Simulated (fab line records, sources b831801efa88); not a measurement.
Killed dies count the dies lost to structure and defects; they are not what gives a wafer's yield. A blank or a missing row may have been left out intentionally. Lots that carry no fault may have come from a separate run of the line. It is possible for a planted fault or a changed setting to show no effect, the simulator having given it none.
fab line records	flow sky130
[record] lots = 10	wafers = 30	last-day = 50
route steps=708 shown LI_CONTACT@374 LOCAL_INTERCONNECT@387 CONTACT@422 PAD_OPEN@708
lots that met no fault: taken from a fault-free run of the same line
start-h: the number of hours between the record's first day and the start of the first shown wafer of the lot	wait-h: hours elapsed since this lot's preceding step	" same as the row above	L1.1+2: one row covering several wafers at once	- no value, or no start given	* or withheld: withheld	< > ~ a bound
route shown NAME@n: NAME is a module with steps in the file, n the number in the route of the first one	usual: mean and standard deviation over wafers with no fault	same: alike in all rows	chamber/n: place in a boat	sites: the reading at each site	_std_site: how widely they spread, as a standard deviation	_edge_site: inner sites' mean taken away from outer sites' mean	radius-mm: for every site, how far away it sits from the centre of the wafer	mask NAME#n: copy n	behind: the last tool/chamber to shape the wafer	hold: reason for holding the lot/hours on hold/outcome of the hold	device: which transistor (n, p or np) failed to switch	end of line: tests run on the same wafers once the route is complete	step lacking rows: just its recipe	killed: dies that structure and defects cost at the first sort, which is not the same as the wafer's yield	map: a wafer's dies, x killed, . not, _ none there
set.NAME: the setting that was run; set.NAME@STEP: the one run at that earlier step	model.NAME: the simulator's own value behind a step, which no gauge read
one table for each step of the route and one row for each wafer, over a sample of lots
services: when a tool's chamber went out of use (start-h, in hours from the record's first day, below 0 if earlier), for how many hours, and the reason
[[steps]]
[step SKY_LI_CONTACT_CD_MEAS_12]
[recipe] target-cd-nm = 170
[usual] cd-nm = 170.7/1.4
lot.wafer	tool	chamber	start-h	wait-h	cd-nm
L287.2	cd-sem-01	-	670.41	-	173.1
L287.4	"	-	"	"	172.7
L287.5	"	-	"	"	173.5
L289.3	cd-sem-02	-	696.54	-	170.3
L289.4	"	-	"	"	171.2
L289.6	"	-	"	"	169.6
L295.1	cd-sem-02	-	743.20	-	171.9
L295.3	"	-	"	"	171.1
L295.6	"	-	"	"	171.4
L296.1	cd-sem-01	-	749.04	-	171.7
L296.2	"	-	"	"	172.4
L296.3	"	-	"	"	171.3
L304.1	cd-sem-01	-	811.50	-	170.2
L304.5	"	-	"	"	170.7
L304.6	"	-	"	"	168.9
L305.3	cd-sem-01	-	816.88	-	169.4
L305.5	"	-	"	"	171.4
L305.6	"	-	"	"	168.3
L306.2	cd-sem-01	-	826.46	-	172.2
L306.3	"	-	"	"	172.6
L306.5	"	-	"	"	173.4
L307.1	cd-sem-01	-	831.14	-	170.9
L307.3	"	-	"	"	171.1
L307.6	"	-	"	"	171.3
L308.1	cd-sem-02	-	848.91	-	170.1
L308.4	"	-	"	"	168.2
L308.5	"	-	"	"	170.9
L309.3	cd-sem-02	-	852.03	-	170.5
L309.5	"	-	"	"	171.4
L309.6	"	-	"	"	170.9
[step SKY_LI_CONTACT_OVL_MEAS_13]
[usual] LI_CONTACT_OVL = -5/4.7
lot.wafer	tool	chamber	start-h	wait-h	LI_CONTACT_OVL[nm]
L287.2	overlay-02	-	670.51	0.1	-9
L287.4	"	-	"	"	-4
L287.5	"	-	"	"	-6
L289.3	overlay-02	-	696.63	0.1	-11
L289.4	"	-	"	"	-8
L289.6	"	-	"	"	-12
L295.1	overlay-02	-	743.32	0.1	5
L295.3	"	-	"	"	7
L295.6	"	-	"	"	2
L296.1	overlay-01	-	749.16	0.1	-16
L296.2	"	-	"	"	-18
L296.3	"	-	"	"	-13
L304.1	overlay-02	-	811.62	0.1	-4
L304.5	"	-	"	"	-2
L304.6	"	-	"	"	-3
L305.3	overlay-02	-	816.97	0.1	-6
L305.5	"	-	"	"	-7
L305.6	"	-	"	"	3
L306.2	overlay-02	-	826.57	0.1	-3
L306.3	"	-	"	"	-3
L306.5	"	-	"	"	0
L307.1	overlay-01	-	831.26	0.1	-11
L307.3	"	-	"	"	-8
L307.6	"	-	"	"	-7
L308.1	overlay-01	-	849.03	0.1	-8
L308.4	"	-	"	"	-1
L308.5	"	-	"	"	-9
L309.3	overlay-01	-	852.12	0.1	-9
L309.5	"	-	"	"	-11
L309.6	"	-	"	"	-4
[step SKY_LOCAL_INTERCONNECT_SPUTTER_00]
[recipe] material = TiN	target-thk-nm = 100	temp-c = 300	power-w = 6500	time-s = 83.3	chamber-pressure-pa = 0.4
[usual] substrate-temp-c = 300.03/0.18	throttle-valve-pct = 29.9/0.92
lot.wafer	tool	chamber	start-h	wait-h	substrate-temp-c	throttle-valve-pct
L287.2	pvd-sputter-02	-	671.73	0.2	299.97	30.5
L287.4	"	-	"	"	300.10	31.0
L287.5	"	-	"	"	300.00	30.6
L289.3	pvd-sputter-04	-	697.84	0.1	299.98	29.5
L289.4	"	-	"	"	299.90	29.5
L289.6	"	-	"	"	300.04	28.7
L295.1	pvd-sputter-04	-	748.30	0.1	300.04	30.8
L295.3	"	-	"	"	300.00	29.2
L295.6	"	-	"	"	300.10	28.9
L296.1	pvd-sputter-04	-	750.37	0.1	299.93	29.4
L296.2	"	-	"	"	300.15	29.3
L296.3	"	-	"	"	299.98	30.6
L304.1	pvd-sputter-04	-	812.82	0.2	299.88	29.6
L304.5	"	-	"	"	300.06	30.5
L304.6	"	-	"	"	300.25	28.6
L305.3	pvd-sputter-04	-	818.16	0.1	300.15	28.7
L305.5	"	-	"	"	300.19	30.5
L305.6	"	-	"	"	299.96	28.6
L306.2	pvd-sputter-02	-	827.76	0.2	299.85	30.8
L306.3	"	-	"	"	299.87	28.8
L306.5	"	-	"	"	300.29	30.0
L307.1	pvd-sputter-02	-	832.46	0.1	299.77	31.0
L307.3	"	-	"	"	299.92	31.0
L307.6	"	-	"	"	300.02	30.9
L308.1	pvd-sputter-01	-	850.24	0.1	300.28	30.0
L308.4	"	-	"	"	299.89	28.9
L308.5	"	-	"	"	299.79	29.1
L309.3	pvd-sputter-01	-	853.31	0.2	299.93	31.2
L309.5	"	-	"	"	300.22	29.9
L309.6	"	-	"	"	300.02	30.9
[step SKY_LOCAL_INTERCONNECT_RS_MEAS_01]
[recipe] thk-meas-gauge = four-point-probe	reads = TiN_of_LOCAL_INTERCONNECT_SPUTTER_00
[usual] LOCAL_INTERCONNECT_TIN_RS = 14.16/0.14
lot.wafer	tool	chamber	start-h	wait-h	hold	LOCAL_INTERCONNECT_TIN_RS[ohm/sq]
L287.2	film-metro-01	-	671.81	0.1	-	14.22
L287.4	"	-	"	"	-	14.10
L287.5	"	-	"	"	-	14.24
L289.3	film-metro-02	-	697.94	0.1	-	13.93
L289.4	"	-	"	"	-	14.08
L289.6	"	-	"	"	-	14.08
L295.1	film-metro-02	-	748.36	0.0	-	14.45
L295.3	"	-	"	"	-	14.27
L295.6	"	-	"	"	-	14.52
L296.1	film-metro-03	-	750.44	0.0	-	14.20
L296.2	"	-	"	"	-	14.07
L296.3	"	-	"	"	-	14.17
L304.1	film-metro-01	-	812.89	0.0	await-dispo/0.2h/release	10.19
L304.5	"	-	"	"	await-dispo/0.2h/release	14.13
L304.6	"	-	"	"	await-dispo/0.2h/release	14.11
L304.1	film-metro-01	-	813.17	0.3	-	10.20
L304.5	"	-	"	"	-	14.16
L304.6	"	-	"	"	-	14.11
L305.3	film-metro-02	-	818.26	0.1	await-dispo/0.2h/release	10.24
L305.5	"	-	"	"	await-dispo/0.2h/release	14.06
L305.6	"	-	"	"	await-dispo/0.2h/release	14.15
L305.3	film-metro-02	-	818.55	0.3	-	10.24
L305.5	"	-	"	"	-	14.08
L305.6	"	-	"	"	-	14.14
L306.2	film-metro-01	-	827.84	0.1	-	14.06
L306.3	"	-	"	"	-	14.24
L306.5	"	-	"	"	-	13.94
L307.1	film-metro-03	-	832.52	0.0	-	14.09
L307.3	"	-	"	"	-	14.20
L307.6	"	-	"	"	-	14.03
L308.1	film-metro-02	-	850.31	0.0	-	13.99
L308.4	"	-	"	"	-	14.12
L308.5	"	-	"	"	-	14.14
L309.3	film-metro-02	-	853.41	0.1	-	13.99
L309.5	"	-	"	"	-	13.98
L309.6	"	-	"	"	-	14.05
[step SKY_LOCAL_INTERCONNECT_THK_MEAS_02]
[recipe] thk-meas-gauge = xrf	reads = TiN_of_LOCAL_INTERCONNECT_SPUTTER_00
[usual] LOCAL_INTERCONNECT_TIN_THK = 100.6/0.98
lot.wafer	tool	chamber	start-h	wait-h	hold	LOCAL_INTERCONNECT_TIN_THK[nm]
L287.2	film-metro-01	-	671.92	0.1	-	99.4
L287.4	"	-	"	"	-	100.1
L287.5	"	-	"	"	-	99.7
L289.3	film-metro-02	-	698.04	0.1	-	102.5
L289.4	"	-	"	"	-	100.6
L289.6	"	-	"	"	-	101.2
L295.1	film-metro-02	-	748.48	0.1	-	99.4
L295.3	"	-	"	"	-	100.3
L295.6	"	-	"	"	-	98.2
L296.1	film-metro-03	-	750.56	0.1	-	101.0
L296.2	"	-	"	"	-	101.8
L296.3	"	-	"	"	-	100.9
L304.1	film-metro-01	-	816.55	3.4	await-dispo/0.2h/release	137.5
L304.5	"	-	"	"	await-dispo/0.2h/release	100.3
L304.6	"	-	"	"	await-dispo/0.2h/release	100.9
L304.1	film-metro-01	-	816.78	0.2	-	137.6
L304.5	"	-	"	"	-	100.1
L304.6	"	-	"	"	-	100.6
L305.3	film-metro-02	-	822.01	3.4	await-dispo/0.2h/release	136.9
L305.5	"	-	"	"	await-dispo/0.2h/release	100.7
L305.6	"	-	"	"	await-dispo/0.2h/release	99.6
L305.3	film-metro-02	-	822.23	0.2	-	136.5
L305.5	"	-	"	"	-	100.2
L305.6	"	-	"	"	-	100.1
L306.2	film-metro-01	-	827.95	0.1	-	101.0
L306.3	"	-	"	"	-	99.4
L306.5	"	-	"	"	-	101.8
L307.1	film-metro-03	-	832.64	0.1	-	101.0
L307.3	"	-	"	"	-	100.3
L307.6	"	-	"	"	-	101.2
L308.1	film-metro-02	-	850.43	0.1	-	101.7
L308.4	"	-	"	"	-	100.6
L308.5	"	-	"	"	-	100.8
L309.3	film-metro-02	-	853.51	0.1	-	101.3
L309.5	"	-	"	"	-	101.4
L309.6	"	-	"	"	-	101.6
[step SKY_LOCAL_INTERCONNECT_METAL_ETCH_14]
[recipe] target-depth-nm = 110	stop-on = PSG	chemistry = Cl2/BCl3	target = TiN	resist-sidewall-deg = 88	pressure-mtorr = 10	icp-w = 900	bias-w = 48.5	Cl2_flow_sccm = 60	bcl3-flow-sccm = 30	time-s = 31.4
[usual] bcl3-flow-sccm = 30.01/0.096	drypump-motor-current-A = 6.3/0.35	oes-product-au = 0.942/0.0068	throttle-valve-pct = 21.901/0.01
lot.wafer	tool	chamber	start-h	wait-h	bcl3-flow-sccm	drypump-motor-current-A	oes-product-au	rf-hours-counter-h	throttle-valve-pct
L287.2	rie-metal-01	0	699.98	0.0	30.15	5.9	0.929	12	21.904
L287.4	"	0	"	"	29.98	5.9	0.939	-	21.888
L287.5	"	1	"	"	29.94	6.6	0.937	-	21.893
L289.3	rie-metal-03	0	726.79	0.0	29.91	6.1	0.947	-	21.904
L289.4	"	1	"	"	29.91	5.7	0.946	-	21.896
L289.6	"	1	"	"	29.85	5.7	0.952	-	21.906
L295.1	rie-metal-03	0	774.49	0.1	30.12	6.1	0.928	8	21.908
L295.3	"	0	"	"	30.05	6.2	0.939	-	21.899
L295.6	"	0	"	"	30.18	6.1	0.922	-	21.903
L296.1	rie-metal-03	0	777.19	0.1	30.00	6.1	0.930	8	21.915
L296.2	"	0	"	"	29.97	6.1	0.939	-	21.893
L296.3	"	0	"	"	30.14	6.1	0.935	-	21.901
L304.1	rie-metal-01	0	839.47	0.0	30.11	5.9	0.995	1	21.850
L304.5	"	0	"	"	30.03	5.9	0.943	-	21.893
L304.6	"	1	"	"	30.07	6.7	0.944	-	21.890
L305.3	rie-metal-03	1	845.09	0.0	30.07	5.7	1.001	-	21.855
L305.5	"	0	"	"	30.03	6.1	0.951	-	21.895
L305.6	"	1	"	"	30.07	5.7	0.948	-	21.895
L306.2	rie-metal-01	1	854.48	0.0	30.22	6.7	0.950	9	21.899
L306.3	"	1	"	"	30.20	6.7	0.942	-	21.905
L306.5	"	1	"	"	30.11	6.7	0.947	-	21.889
L307.1	rie-metal-03	0	859.27	0.0	30.10	6.1	0.945	11	21.896
L307.3	"	0	"	"	30.13	6.1	0.944	-	21.911
L307.6	"	0	"	"	30.04	6.1	0.946	-	21.901
L308.1	rie-metal-01	1	876.73	0.0	30.02	6.7	0.949	10	21.905
L308.4	"	0	"	"	30.05	5.9	0.942	-	21.903
L308.5	"	1	"	"	30.10	6.7	0.946	-	21.896
L309.3	rie-metal-01	0	880.24	0.0	29.86	5.9	0.945	-	21.897
L309.5	"	0	"	"	29.82	5.9	0.942	-	21.912
L309.6	"	1	"	"	29.93	6.7	0.951	-	21.895
[step SKY_CONTACT_ETCH_16]
[recipe] chemistry = N2/H2	target = BARC	ion-energy-ev = 200	source-w = 500	bias-w = 100	pressure-mtorr = 30	n2-flow-sccm = 100	h2-flow-sccm = 200	stop-on = SiO2	time-s = 45.9	target-depth-a = 600
[usual] drypump-motor-current-A = 5.7/0.47	oes-product-au = 0.855/0.0041	throttle-valve-pct = 13.226/0.0093
lot.wafer	tool	chamber	start-h	wait-h	drypump-motor-current-A	oes-product-au	rf-hours-counter-h	throttle-valve-pct
L287.2	rie-diel-02	3	729.12	0.0	5.2	0.854	6	13.221
L287.4	"	0	"	"	5.4	0.861	13	13.227
L287.5	"	3	"	"	5.2	0.857	-	13.219
L289.3	rie-diel-03	1	755.44	0.0	4.7	0.858	47	13.230
L289.4	"	3	"	"	5.8	0.861	17	13.237
L289.6	"	3	"	"	5.8	0.853	-	13.232
L295.1	rie-diel-03	2	801.29	0.0	6.0	0.857	22	13.213
L295.3	"	0	"	"	5.1	0.855	5	13.238
L295.6	"	0	"	"	5.1	0.855	-	13.229
L296.1	rie-diel-01	1	804.44	0.0	5.3	0.859	24	13.215
L296.2	"	0	"	"	6.6	0.854	9	13.216
L296.3	"	3	"	"	5.8	0.857	2	13.209
L304.5	rie-diel-03	3	867.26	0.0	5.8	0.854	-	13.216
L304.6	"	2	"	"	6.0	0.860	-	13.232
L305.5	rie-diel-03	2	873.14	0.0	5.9	0.862	-	13.241
L305.6	"	1	"	"	4.7	0.847	-	13.232
L306.2	rie-diel-01	0	882.01	0.0	6.5	0.854	11	13.237
L306.3	"	2	"	"	5.7	0.854	6	13.231
L306.5	"	3	"	"	5.8	0.857	-	13.241
L307.1	rie-diel-03	1	886.34	0.0	4.7	0.862	4	13.222
L307.3	"	0	"	"	5.1	0.852	6	13.243
L307.6	"	3	"	"	5.9	0.852	-	13.223
L308.1	rie-diel-01	1	903.49	0.0	5.3	0.858	27	13.231
L308.4	"	3	"	"	5.8	0.857	5	13.238
L308.5	"	0	"	"	6.6	0.852	-	13.228
L309.3	rie-diel-01	2	907.07	0.0	5.7	0.864	7	13.220
L309.5	"	2	"	"	5.7	0.853	-	13.214
L309.6	"	1	"	"	5.3	0.854	-	13.247
[step SKY_PAD_OPEN_PROBE_99]
[usual] killed_at_M0_to_M3 = 42/7.7	killed_at_M4_up = 3.1/1.9	killed-at-contacts = 24/4.9	killed-at-front-end = 15/4.6	killed-at-other = 0.3/0.51	killed-dies = 85/9.9	killed-on-rim = 17/4.1	killed-open = 47/7.1	killed-short = 38/6.7
[same] gross-dies = 492	killed-at-back-side = 0
lot.wafer	tool	chamber	start-h	wait-h	hold	killed_at_M0_to_M3	killed_at_M4_up	killed-at-contacts	killed-at-front-end	killed-at-other	killed-dies	killed-on-rim	killed-open	killed-short
L287.2	prober-02	-	1071.72	0.1	-	48	1	25	22	0	96	19	60	36
L287.4	prober-02	-	1071.82	0.2	-	55	5	25	14	0	99	20	44	55
L287.5	prober-02	-	1071.87	0.2	-	42	5	31	9	0	87	19	44	43
L289.3	prober-01	-	1090.96	0.2	-	33	3	19	13	0	68	8	37	31
L289.4	prober-01	-	1091.01	0.2	-	56	1	17	13	0	87	20	40	47
L289.6	prober-01	-	1091.11	0.2	-	56	0	26	10	0	92	20	60	32
L295.1	prober-01	-	1126.38	0.1	-	49	3	22	10	0	84	16	50	34
L295.3	prober-01	-	1126.48	0.2	-	49	0	28	13	2	92	20	49	43
L295.6	prober-01	-	1126.63	0.2	-	36	4	20	11	0	71	11	42	29
L296.1	prober-02	-	1130.15	0.1	-	58	6	29	18	0	111	17	63	48
L296.2	prober-02	-	1130.20	0.1	-	34	6	25	20	0	85	14	44	41
L296.3	prober-02	-	1130.25	0.2	-	40	2	29	13	0	84	14	45	39
L304.1	prober-02	-	1173.53	0.1	await-dispo/6.2h/release	29	0	447	16	0	492	96	42	24
L304.5	prober-02	-	1173.73	0.2	await-dispo/6.2h/release	44	3	26	14	1	88	16	55	31
L304.6	prober-02	-	1173.78	0.2	await-dispo/6.2h/release	52	2	18	24	0	96	10	61	35
L305.3	prober-01	-	1175.16	0.2	await-dispo/1.9h/release	43	3	433	13	0	492	96	47	51
L305.5	prober-01	-	1175.26	0.2	await-dispo/1.9h/release	46	5	23	16	2	92	16	48	41
L305.6	prober-01	-	1175.31	0.2	await-dispo/1.9h/release	38	4	27	12	0	81	16	44	37
L306.2	prober-02	-	1183.23	0.1	-	39	5	18	9	0	71	12	41	30
L306.3	prober-02	-	1183.28	0.2	-	45	8	23	13	1	90	18	51	39
L306.5	prober-02	-	1183.38	0.2	-	39	1	20	16	1	77	17	40	37
L307.1	prober-01	-	1185.81	0.1	-	27	5	21	21	0	74	14	39	34
L307.3	prober-01	-	1185.91	0.2	-	32	6	22	13	1	74	17	36	37
L307.6	prober-01	-	1186.06	0.2	-	37	4	24	13	1	79	15	35	43
L308.1	prober-02	-	1195.18	0.1	-	60	4	30	17	1	112	25	55	56
L308.4	prober-02	-	1195.33	0.2	-	55	5	19	20	0	99	26	56	43
L308.5	prober-02	-	1195.38	0.2	-	44	0	34	13	1	92	20	55	36
L309.3	prober-01	-	1197.57	0.2	-	44	2	29	15	0	90	20	47	43
L309.5	prober-01	-	1197.67	0.2	-	41	3	25	10	1	80	14	41	39
L309.6	prober-01	-	1197.72	0.2	-	52	0	23	4	1	80	17	47	33
// killed by level:class
L287.2 CONTACT:geometric-particle:open=12 VIA1:geometric-particle:open=10 VIA3:geometric-particle:open=9 METAL1:geometric-particle:short=8 LI_CONTACT:geometric-particle:open=7 VIA1:geometric-particle:short=6 FIELD_ISO:geometric-particle:open=5 POLY_GATE:geometric-particle:open=5
L287.4 CONTACT:geometric-particle:open=9 VIA1:geometric-particle:short=9 VIA1:geometric-particle:open=8 CONTACT:geometric-particle:short=7 METAL2:geometric-particle:short=7 METAL1:geometric-particle:short=7 LI_CONTACT:geometric-particle:open=6 VIA2:geometric-particle:open=6
L287.5 CONTACT:geometric-particle:open=11 VIA1:geometric-particle:open=9 CONTACT:geometric-particle:short=8 VIA2:geometric-particle:open=6 VIA3:geometric-particle:short=5 METAL1:geometric-particle:short=5 POLY_GATE:geometric-particle:short=4 LI_CONTACT:geometric-particle:open=4
L289.3 CONTACT:geometric-particle:open=10 VIA1:geometric-particle:open=9 METAL1:geometric-particle:short=5 VIA2:geometric-particle:open=5 METAL2:geometric-particle:short=4 LI_CONTACT:geometric-particle:open=4 FIELD_ISO:geometric-particle:short=3 VIA1:geometric-particle:short=3
L289.4 VIA1:geometric-particle:open=11 METAL2:geometric-particle:short=10 VIA3:geometric-particle:short=8 METAL1:geometric-particle:short=8 CONTACT:geometric-particle:open=6 LI_CONTACT:geometric-particle:open=5 VIA2:geometric-particle:open=5 FIELD_ISO:geometric-particle:short=4
L289.6 VIA1:geometric-particle:open=15 CONTACT:geometric-particle:open=12 VIA2:geometric-particle:open=8 VIA1:geometric-particle:short=7 VIA3:geometric-particle:open=7 LI_CONTACT:geometric-particle:open=6 METAL1:geometric-particle:short=6 CONTACT:geometric-particle:short=4
L295.1 VIA3:geometric-particle:open=12 LI_CONTACT:geometric-particle:open=9 METAL1:geometric-particle:short=9 VIA1:geometric-particle:open=7 CONTACT:geometric-particle:open=6 LOCAL_INTERCONNECT:geometric-particle:short=5 METAL2:geometric-particle:short=4 FIELD_ISO:geometric-particle:open=3
L295.3 LI_CONTACT:geometric-particle:open=11 VIA1:geometric-particle:open=10 VIA1:geometric-particle:short=10 CONTACT:geometric-particle:open=8 METAL1:geometric-particle:short=5 METAL2:geometric-particle:short=5 FIELD_ISO:geometric-particle:short=4 POLY_GATE:geometric-particle:open=4
L295.6 VIA1:geometric-particle:open=13 CONTACT:geometric-particle:open=9 METAL1:geometric-particle:short=7 VIA3:geometric-particle:open=6 LOCAL_INTERCONNECT:geometric-particle:short=5 CONTACT:geometric-particle:short=4 FIELD_ISO:geometric-particle:open=3 POLY_GATE:geometric-particle:short=3
L296.1 VIA1:geometric-particle:open=11 CONTACT:geometric-particle:open=10 VIA1:geometric-particle:short=10 VIA2:geometric-particle:open=10 LI_CONTACT:geometric-particle:open=9 VIA3:geometric-particle:open=7 METAL2:geometric-particle:short=6 FIELD_ISO:geometric-particle:open=5
L296.2 CONTACT:geometric-particle:open=11 LI_CONTACT:geometric-particle:open=10 METAL2:geometric-particle:short=7 FIELD_ISO:geometric-particle:short=5 VIA1:geometric-particle:short=5 VIA1:geometric-particle:open=5 FIELD_ISO:geometric-particle:open=4 POLY_GATE:geometric-particle:open=4
L296.3 CONTACT:geometric-particle:open=10 LI_CONTACT:geometric-particle:open=8 METAL1:geometric-particle:short=7 VIA3:geometric-particle:open=6 CONTACT:geometric-particle:short=5 METAL2:geometric-particle:short=5 VIA1:geometric-particle:open=4 METAL1:geometric-particle:open=4
L304.1 LOCAL_INTERCONNECT:area-etch=425 VIA1:geometric-particle:open=11 LI_CONTACT:geometric-particle:open=9 CONTACT:geometric-particle:open=5 VIA3:geometric-particle:open=5 FIELD_ISO:geometric-particle:open=4 POLY_GATE:geometric-particle:short=4 VIA1:geometric-particle:short=4
L304.5 VIA3:geometric-particle:open=13 CONTACT:geometric-particle:open=12 VIA1:geometric-particle:open=11 VIA2:geometric-particle:open=7 VIA1:geometric-particle:short=5 POLY_GATE:geometric-particle:open=4 LI_CONTACT:geometric-particle:open=4 CONTACT:geometric-particle:short=4
L304.6 VIA1:geometric-particle:open=17 VIA3:geometric-particle:open=8 FIELD_ISO:geometric-particle:open=7 POLY_GATE:geometric-particle:short=7 VIA2:geometric-particle:open=7 CONTACT:geometric-particle:open=6 POLY_GATE:geometric-particle:open=5 METAL2:geometric-particle:short=5
L305.3 LOCAL_INTERCONNECT:area-etch=394 CONTACT:geometric-particle:open=15 VIA1:geometric-particle:short=9 LOCAL_INTERCONNECT:geometric-particle:short=8 VIA3:geometric-particle:open=7 CONTACT:geometric-particle:short=6 VIA1:geometric-particle:open=6 METAL2:geometric-particle:short=6
L305.5 VIA1:geometric-particle:open=9 CONTACT:geometric-particle:open=8 METAL1:geometric-particle:short=8 VIA1:geometric-particle:short=7 VIA3:geometric-particle:open=7 LI_CONTACT:geometric-particle:open=6 VIA2:geometric-particle:open=6 CONTACT:geometric-particle:short=5
L305.6 CONTACT:geometric-particle:open=12 VIA1:geometric-particle:open=11 METAL1:geometric-particle:short=9 LI_CONTACT:geometric-particle:open=7 CONTACT:geometric-particle:short=6 FIELD_ISO:geometric-particle:short=4 METAL3:geometric-particle:short=4 VIA1:geometric-particle:short=3
L306.2 VIA1:geometric-particle:open=15 LI_CONTACT:geometric-particle:open=6 VIA1:geometric-particle:short=6 CONTACT:geometric-particle:open=5 VIA3:geometric-particle:open=5 CONTACT:geometric-particle:short=4 METAL4:geometric-particle:short=4 FIELD_ISO:geometric-particle:short=3
L306.3 VIA1:geometric-particle:open=9 CONTACT:geometric-particle:open=9 VIA1:geometric-particle:short=8 METAL2:geometric-particle:short=6 CONTACT:geometric-particle:short=5 LI_CONTACT:geometric-particle:open=5 VIA2:geometric-particle:open=5 VIA3:geometric-particle:open=5
L306.5 CONTACT:geometric-particle:open=9 POLY_GATE:geometric-particle:open=7 VIA1:geometric-particle:open=7 METAL1:geometric-particle:short=7 VIA1:geometric-particle:short=6 LI_CONTACT:geometric-particle:open=5 METAL3:geometric-particle:short=5 FIELD_ISO:geometric-particle:short=4
L307.1 CONTACT:geometric-particle:open=11 POLY_GATE:geometric-particle:open=5 VIA2:geometric-particle:open=5 POLY_GATE:geometric-particle:short=4 CONTACT:geometric-particle:short=4 VIA2:geometric-particle:short=4 FIELD_ISO:geometric-particle:short=3 LOCAL_INTERCONNECT:geometric-particle:short=3
L307.3 CONTACT:geometric-particle:open=17 METAL3:geometric-particle:short=7 VIA1:geometric-particle:short=5 VIA1:geometric-particle:open=4 METAL2:geometric-particle:short=4 METAL4:geometric-particle:short=4 FIELD_ISO:geometric-particle:short=3 VIA2:geometric-particle:open=3
L307.6 CONTACT:geometric-particle:open=9 VIA2:geometric-particle:open=8 VIA1:geometric-particle:open=8 FIELD_ISO:geometric-particle:short=6 CONTACT:geometric-particle:short=6 POLY_GATE:geometric-particle:short=5 LOCAL_INTERCONNECT:geometric-particle:short=5 METAL2:geometric-particle:short=5
L308.1 VIA3:geometric-particle:open=11 METAL1:geometric-particle:short=10 LI_CONTACT:geometric-particle:open=9 VIA1:geometric-particle:short=8 VIA1:geometric-particle:open=7 VIA2:geometric-particle:open=7 FIELD_ISO:geometric-particle:open=6 CONTACT:geometric-particle:short=6
L308.4 VIA1:geometric-particle:open=10 VIA3:geometric-particle:open=10 VIA2:geometric-particle:open=8 FIELD_ISO:geometric-particle:open=7 METAL3:geometric-particle:short=7 LI_CONTACT:geometric-particle:open=7 CONTACT:geometric-particle:open=6 METAL1:geometric-particle:short=6
L308.5 LI_CONTACT:geometric-particle:open=16 VIA1:geometric-particle:open=14 VIA2:geometric-particle:open=9 METAL1:geometric-particle:short=8 CONTACT:geometric-particle:open=5 FIELD_ISO:geometric-particle:short=4 LI_CONTACT:geometric-particle:short=4 CONTACT:geometric-particle:short=4
L309.3 CONTACT:geometric-particle:open=12 VIA1:geometric-particle:open=7 LI_CONTACT:geometric-particle:open=7 VIA3:geometric-particle:open=6 CONTACT:geometric-particle:short=5 METAL1:geometric-particle:short=5 METAL2:geometric-particle:short=5 VIA2:geometric-particle:open=5
L309.5 VIA2:geometric-particle:open=10 VIA1:geometric-particle:open=9 CONTACT:geometric-particle:open=7 LOCAL_INTERCONNECT:geometric-particle:short=5 CONTACT:geometric-particle:short=5 VIA3:geometric-particle:open=5 FIELD_ISO:geometric-particle:short=4 LI_CONTACT:geometric-particle:short=4
L309.6 VIA1:geometric-particle:open=14 LI_CONTACT:geometric-particle:open=7 VIA1:geometric-particle:short=7 CONTACT:geometric-particle:short=6 CONTACT:geometric-particle:open=6 METAL2:geometric-particle:short=6 VIA3:geometric-particle:open=6 METAL2:geometric-particle:open=4
[[services]]
tool	chamber	start-h	hours	kind
rie-diel-03	3	659.79	13.7	repair
pvd-sputter-02	-	667.68	1.6	repair
rie-diel-03	2	702.94	15.2	repair
rie-diel-01	2	707.07	6.9	repair
pvd-sputter-02	-	722.66	1.8	repair
rie-diel-02	0	725.53	1.5	repair
rie-diel-02	2	733.54	1.7	repair
pvd-sputter-02	-	745.24	4.7	repair
rie-diel-01	1	745.26	1.8	repair
rie-diel-03	-	762.35	2.8	pm
rie-diel-02	0	771.68	15.2	repair
rie-metal-03	1	773.66	-	clean
rie-metal-03	1	773.66	26.9	scheduled-down
rie-metal-03	1	773.66	26.9	vent-cycle
rie-diel-03	0	774.18	4.5	repair
rie-diel-03	-	787.55	0.2	repair
rie-metal-01	0	795.18	-	clean
rie-metal-01	0	795.18	16.7	scheduled-down
rie-diel-01	-	804.79	2.7	pm
rie-diel-03	0	822.64	36.7	repair
rie-diel-01	0	834.03	5.8	repair
pvd-sputter-01	-	872.07	2.3	repair
rie-diel-02	-	872.78	1.1	repair
rie-diel-03	-	890.59	4.3	pm
[[key]]
[first-sign] step = SKY_LOCAL_INTERCONNECT_RS_MEAS_01	reading = visit	direction = added
[effect] step = SKY_LOCAL_INTERCONNECT_RS_MEAS_01	reading = LOCAL_INTERCONNECT_TIN_RS	direction = down	sigmas = 27	usual = 14.16	struck = 10.22
[effect] step = SKY_LOCAL_INTERCONNECT_THK_MEAS_02	reading = visit	direction = added
[effect] step = SKY_LOCAL_INTERCONNECT_THK_MEAS_02	reading = LOCAL_INTERCONNECT_TIN_THK	direction = up	sigmas = 37	usual = 100.6	struck = 137.2
[effect] step = SKY_LOCAL_INTERCONNECT_METAL_ETCH_14	reading = oes-product-au	direction = up	sigmas = 8.3	usual = 0.942	struck = 0.998
[effect] step = SKY_PAD_OPEN_PROBE_99	reading = killed-at-contacts	direction = up	sigmas = 85	usual = 24	struck = 440
[more-kills-born-at] SKY_LOCAL_INTERCONNECT_METAL_ETCH_14@rie-metal-01 = 425	SKY_LOCAL_INTERCONNECT_METAL_ETCH_14@rie-metal-03 = 394
met-at SKY_LOCAL_INTERCONNECT_SPUTTER_00
struck-lots L304,L305
struck-wafers L304.1,L305.3
later-rows-left-out L304.1,L305.3
tester-left-out L304,L305
not-acting-at SKY_LI_CONTACT_CD_MEAS_12,SKY_LI_CONTACT_OVL_MEAS_13,SKY_CONTACT_ETCH_16
onset-between 750.37 812.82
[fault] kind = process-parameter-drift	tool = pvd-sputter-04	chamber = -	onset-h = 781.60	steps = SKY_LOCAL_INTERCONNECT_SPUTTER_00	channel = target-thk-nm	offset = 36.133	shape = step	end-h = 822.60	scope = struck-wafers-only	acts-in = these-recipes-only	stated = 100
// tester-left-out: of these lots the tester's yield and bins aren't shown, on N5 and GAA mostly nor the transistor test; their killed dies are dies lost to structure and defects alone, not to doping, threshold or leakage, so they don't give the yield
// later-rows-left-out: the simulator's readings of these wafers behind a module that went badly wrong aren't trusted and aren't shown, but for the sort
